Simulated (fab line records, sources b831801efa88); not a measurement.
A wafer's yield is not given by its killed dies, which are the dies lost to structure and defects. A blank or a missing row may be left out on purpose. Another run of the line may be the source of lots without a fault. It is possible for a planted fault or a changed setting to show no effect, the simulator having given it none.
2 desks looking at one fault + flow gf180mcu + each desk has only its own numbers; what lay behind them comes last

## TOOL OWNER'S DESK, rie_si-02
The tool's own readings at GF_POLY_GATE_ETCH_13 (etches poly-Si in HBr/Cl2, stops on SiO2, target depth 198.5 nm, time 69.6 s): means of the sampled wafers that have a number, for each lot that ran on this tool. A lot is out of limits, marked OUT, if its mean lies more than 4 standard deviations from the usual mean; the brackets give that distance.
Columns: A = bias_w at GF_POLY_GATE_ETCH_13, usual 99.9 W; B = drypump_motor_current_A at GF_POLY_GATE_ETCH_13, usual 6.0 A; C = he_backside_leak_sccm at GF_POLY_GATE_ETCH_13, usual 2.71 sccm; D = oes_product_au at GF_POLY_GATE_ETCH_13, usual 0.987 a.u.; E = throttle_valve_pct at GF_POLY_GATE_ETCH_13, usual 33.684 %
| lot  | first seen here | A     | B   | C    | D                | E      |
|------|-----------------|-------|-----|------|------------------|--------|
| L564 | day 9 05:05     | 99.7  | 6.3 | 2.84 | 0.976            | 33.682 |
| L565 | day 9 12:58     | 99.8  | 6.4 | 2.81 | 0.990            | 33.681 |
| L566 | day 9 18:16     | 100.1 | 6.2 | 2.72 | 0.977            | 33.688 |
| L569 | day 10 18:58    | 99.7  | 6.3 | 2.74 | 0.982            | 33.684 |
| L574 | day 12 01:55    | 100.2 | 6.4 | 2.70 | 0.986            | 33.677 |
| L580 | day 13 19:13    | 100.0 | 6.6 | 2.80 | 0.922 (-5.9) OUT | 33.683 |
This desk finds L580 out of limits, L580 being first, at day 13 19:13 (oes_product_au at GF_POLY_GATE_ETCH_13). In limits: L564, L565, L566, L569, L574.

## AT THE METROLOGY DESK
What the gauges read, lot by lot, whatever tool the lot ran on: means of the sampled wafers that have a number. A lot is out of limits, marked OUT, if its mean lies more than 4 standard deviations from the usual mean; the brackets give that distance.
Columns: A = VT_IMPLANT_TW at GF_VT_IMPLANT_TW_MEAS_10, usual 568
| lot  | first seen here | A   |
|------|-----------------|-----|
| L564 | day 5 15:40     | 564 |
| L565 | day 5 20:29     | 564 |
| L566 | day 6 05:24     | 563 |
| L567 | day 6 09:47     | 563 |
| L568 | day 6 15:08     | 569 |
| L569 | day 6 21:40     | 566 |
| L570 | day 7 02:01     | 570 |
| L571 | day 7 08:41     | 565 |
| L572 | day 7 13:35     | 572 |
| L574 | day 8 03:03     | 566 |
| L580 | day 9 14:19     | 569 |
| L582 | day 10 04:01    | 573 |
| L585 | day 11 07:37    | 572 |
Finding of this desk: none of the 13 lots has anything out of limits.

## BROUGHT TOGETHER
The tool owner's desk could have raised an alarm at day 13 19:13, on L580.
From the metrology desk's view, nothing was out of limits.
The metrology desk holds a record of L580, inside its limits.
Of the lots named, all ran GF_POLY_GATE_ETCH_13 on rie_si-02.

## WHAT HAD BEEN PUT IN BY THE SIMULATOR
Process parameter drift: rie_si-02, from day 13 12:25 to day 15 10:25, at GF_POLY_GATE_ETCH_13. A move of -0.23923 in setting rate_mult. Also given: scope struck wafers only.
Shown lots that were struck: L580.
Hours from the fault's start to each desk's first reading out of limits: the tool owner's desk, 7.
